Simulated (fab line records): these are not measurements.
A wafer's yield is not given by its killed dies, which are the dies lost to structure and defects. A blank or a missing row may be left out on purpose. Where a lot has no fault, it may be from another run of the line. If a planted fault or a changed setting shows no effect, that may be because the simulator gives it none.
Matching of chambers | flow sky130 | 4 sister chambers for SKY_VIA1_CMP_24 on cmp-01
The step polishes, stops on SiO2, t overpolish 15 s, target thk 0 nm. 18 wafers are shown with their chamber, then 9 later ones without.

WAFERS, EACH WITH ITS CHAMBER
wafer  | chamber | motorCurrentA (A) | timeToEndpointS (s) | overpolishRunS (s)
L757.1 | 2       | 11.8              | 67                  | 14.983
L757.4 | 3       | 9.9               | 66                  | 14.994
L757.6 | 2       | 11.7              | 66                  | 15.006
L760.3 | 0       | 11.7              | 70                  | 15.009
L760.4 | 2       | 11.6              | 69                  | 15.000
L760.6 | 2       | 12.0              | 69                  | 15.005
L759.2 | 2       | 11.3              | 65                  | 14.995
L759.3 | 0       | 11.8              | 65                  | 14.996
L759.4 | 1       | 10.4              | 64                  | 14.983
L763.4 | 0       | 11.5              | 67                  | 15.017
L763.5 | 3       | 10.0              | 60                  | 14.993
L763.6 | 2       | 12.3              | 65                  | 14.998
L764.1 | 0       | 12.0              | 70                  | 15.000
L764.2 | 2       | 11.8              | 63                  | 14.997
L764.6 | 2       | 11.6              | 63                  | 15.012
L770.2 | 0       | 12.3              | 68                  | 15.008
L770.5 | 1       | 11.1              | 65                  | 15.003
L770.6 | 2       | 12.8              | 63                  | 15.015

SIGNATURES (means of the wafers above)
reading         | chamber 0 | chamber 1 | chamber 2 | chamber 3 | scatter within a chamber
motorCurrentA   | 11.860    | 10.750    | 11.878    | 9.950     | 0.396
timeToEndpointS | 68.00     | 64.50     | 65.56     | 63.00     | 2.43
overpolishRunS  | 15.00600  | 14.99300  | 15.00122  | 14.99350  | 0.00931
Rule: for a wafer and a chamber, the distance is found by dividing, reading by reading, the gap between the wafer's reading and the chamber's mean by the reading's scatter, squaring, summing and taking the root. If the next closest chamber is less than 2 further off than the closest, the wafer can't be placed; otherwise it belongs to the closest. The scatter: take each reading less its chamber's mean, square it, sum over the shown wafers, divide by the number of wafers less the number of chambers, and take the root.

WAFERS MISSING THEIR CHAMBER
wafer  | motorCurrentA (A) | timeToEndpointS (s) | overpolishRunS (s)
L771.1 | 12.4              | 66                  | 14.994
L771.4 | 10.7              | 64                  | 14.992
L771.6 | 12.7              | 67                  | 14.999
L773.3 | 12.5              | 66                  | 14.994
L773.4 | 12.2              | 60                  | 15.004
L773.5 | 10.2              | 63                  | 14.999
L774.1 | 10.6              | 66                  | 15.005
L774.2 | 10.6              | 61                  | 15.008
L774.3 | 12.1              | 60                  | 15.019

WHICH CHAMBER EACH WENT THROUGH
wafer  | from the rows above               | in truth
L771.1 | can't be placed: 2 or 0           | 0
L771.4 | can't be placed: 1 or 3           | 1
L771.6 | can't be placed: 2 or 0           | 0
L773.3 | can't be placed: 2 or 0           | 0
L773.4 | can't be placed: 2 or 0 or 1      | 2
L773.5 | can't be placed: 3 or 1           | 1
L774.1 | can't be placed: 1 or 3 or 2 or 0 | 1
L774.2 | can't be placed: 1 or 3 or 2      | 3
L774.3 | can't be placed: 2 or 0 or 1      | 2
0 of 9 placed correctly. These rows do not allow placing 9 (true chamber among the candidates in 9). Placed wrongly: 0.
